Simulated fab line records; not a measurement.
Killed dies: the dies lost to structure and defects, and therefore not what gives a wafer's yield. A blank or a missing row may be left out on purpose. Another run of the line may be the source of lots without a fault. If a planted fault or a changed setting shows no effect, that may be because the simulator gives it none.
Matching of chambers	flow gf180mcu	rie_si-02 running GF_STI_ETCH_14: 4 sister chambers
The step etches Si in HBr/Cl2/O2, target depth 360 nm, time 102.9 s. 14 wafers are shown with their chamber, then 7 later ones without.

## WAFERS WITH THEIR CHAMBER
wafer	chamber	drypump_motor_current_A (A)	oes_product_au (a.u.)	HBr_flow_sccm (sccm)
L797.1	1	6.0	1.017	149.2
L797.2	3	6.4	1.025	150.4
L797.4	2	6.4	1.017	150.4
L800.1	0	5.3	1.013	150.2
L800.4	3	6.4	1.021	150.1
L800.6	3	6.4	1.022	150.1
L803.2	1	6.0	1.012	150.5
L803.3	0	5.3	1.012	149.9
L803.5	0	5.3	1.009	149.5
L804.1	1	6.0	1.019	149.9
L804.4	3	6.4	1.022	150.7
L804.6	2	6.3	1.006	149.9
L805.4	1	6.0	1.018	149.7
L805.5	2	6.4	1.005	150.5

SIGNATURES, as means of the wafers listed above
reading	chamber 0	chamber 1	chamber 2	chamber 3	scatter within a chamber
drypump_motor_current_A	5.300	6.000	6.367	6.400	0.0258
oes_product_au	1.01133	1.01650	1.00933	1.02250	0.00368
HBr_flow_sccm	149.867	149.825	150.267	150.325	0.396
Rule: a wafer lies at a distance from a chamber equal to the root of the sum of squares, over the readings, of (its reading less the chamber's mean, divided by the reading's scatter). The wafer belongs to the nearest chamber; if the next one is less than 2 further off, it can't be placed. How the scatter is found: for the shown wafers, subtract from each reading the mean of its chamber, square and add these, divide the total by (wafers less chambers), then take the root.

## WAFERS WITHOUT THEIR CHAMBER
wafer	drypump_motor_current_A (A)	oes_product_au (a.u.)	HBr_flow_sccm (sccm)
L805.6	6.0	1.011	149.2
L810.3	6.0	1.035	150.1
L810.4	6.4	1.016	150.5
L810.6	6.4	1.035	150.7
L818.2	6.4	1.018	149.7
L818.3	6.0	1.021	149.9
L818.6	5.3	1.008	149.6

## CHAMBER TAKEN BY EACH
wafer	from the rows above	in truth
L805.6	1	1
L810.3	1	1
L810.4	can't be placed: 3 or 2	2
L810.6	3	3
L818.2	can't be placed: 3 or 2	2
L818.3	1	1
L818.6	0	0
Correct placement for 5 of the 7. From these rows, 2 cannot be placed; in 2 the true chamber is one of the candidates. Wrongly placed: 0.
